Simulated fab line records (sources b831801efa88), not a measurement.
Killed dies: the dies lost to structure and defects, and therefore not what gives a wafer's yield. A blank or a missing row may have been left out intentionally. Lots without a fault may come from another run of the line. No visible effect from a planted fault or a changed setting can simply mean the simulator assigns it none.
Chamber matching / flow sky130 / SKY_VIA1_CMP_24 on cmp-02: 4 sister chambers
The step polishes, stops on SiO2, t overpolish 15 s, target thk 0 nm. 8 wafers are shown with their chamber, then 10 later ones without.

== EACH WAFER AND ITS CHAMBER ==
wafer=L260.5; chamber=0; motor_current_A (A)=9.3; time_to_endpoint_s (s)=62.1
wafer=L261.4; chamber=0; motor_current_A (A)=9.6; time_to_endpoint_s (s)=64.2
wafer=L261.6; chamber=3; motor_current_A (A)=10.9; time_to_endpoint_s (s)=66.7
wafer=L269.1; chamber=3; motor_current_A (A)=10.8; time_to_endpoint_s (s)=62.7
wafer=L269.3; chamber=1; motor_current_A (A)=12.0; time_to_endpoint_s (s)=68.0
wafer=L269.5; chamber=2; motor_current_A (A)=11.5; time_to_endpoint_s (s)=69.4
wafer=L272.1; chamber=1; motor_current_A (A)=11.9; time_to_endpoint_s (s)=67.8
wafer=L272.5; chamber=2; motor_current_A (A)=12.8; time_to_endpoint_s (s)=66.5

== WAFERS MISSING THEIR CHAMBER ==
wafer=L272.6; motor_current_A (A)=11.5; time_to_endpoint_s (s)=66.0
wafer=L273.1; motor_current_A (A)=11.2; time_to_endpoint_s (s)=66.8
wafer=L273.2; motor_current_A (A)=9.3; time_to_endpoint_s (s)=64.9
wafer=L273.4; motor_current_A (A)=11.9; time_to_endpoint_s (s)=66.0
wafer=L274.2; motor_current_A (A)=10.6; time_to_endpoint_s (s)=63.6
wafer=L274.4; motor_current_A (A)=12.1; time_to_endpoint_s (s)=70.4
wafer=L274.6; motor_current_A (A)=10.4; time_to_endpoint_s (s)=63.4
wafer=L280.3; motor_current_A (A)=12.4; time_to_endpoint_s (s)=65.7
wafer=L280.4; motor_current_A (A)=11.7; time_to_endpoint_s (s)=63.8
wafer=L280.6; motor_current_A (A)=11.4; time_to_endpoint_s (s)=64.0

== WHICH CHAMBER EACH WENT THROUGH ==
wafer=L272.6; from the rows above=can't be placed: 1 or 3 or 2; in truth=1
wafer=L273.1; from the rows above=can't be placed: 3 or 1 or 2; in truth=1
wafer=L273.2; from the rows above=0; in truth=0
wafer=L273.4; from the rows above=can't be placed: 1 or 2 or 3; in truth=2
wafer=L274.2; from the rows above=can't be placed: 3 or 0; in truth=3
wafer=L274.4; from the rows above=can't be placed: 2 or 1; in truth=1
wafer=L274.6; from the rows above=can't be placed: 3 or 0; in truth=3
wafer=L280.3; from the rows above=can't be placed: 2 or 1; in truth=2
wafer=L280.4; from the rows above=can't be placed: 3 or 1 or 2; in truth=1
wafer=L280.6; from the rows above=can't be placed: 3 or 1 or 2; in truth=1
Placed correctly: 1 of 10. From these rows, 9 cannot be placed; in 9 the true chamber is one of the candidates. Placed wrongly: 0.
How it was worked out, from the rows above alone: a wafer's distance from a chamber is the root of the sum, over the readings, of the square of ((its reading less the chamber's mean) divided by the reading's scatter). The wafer belongs to the nearest chamber; if the next one is less than 2 further off, it can't be placed. For every chamber, the mean is computed from those of its wafers that are shown. How the scatter is found: for the shown wafers, subtract from each reading the mean of its chamber, square and add these, divide the total by (wafers less chambers), then take the root.
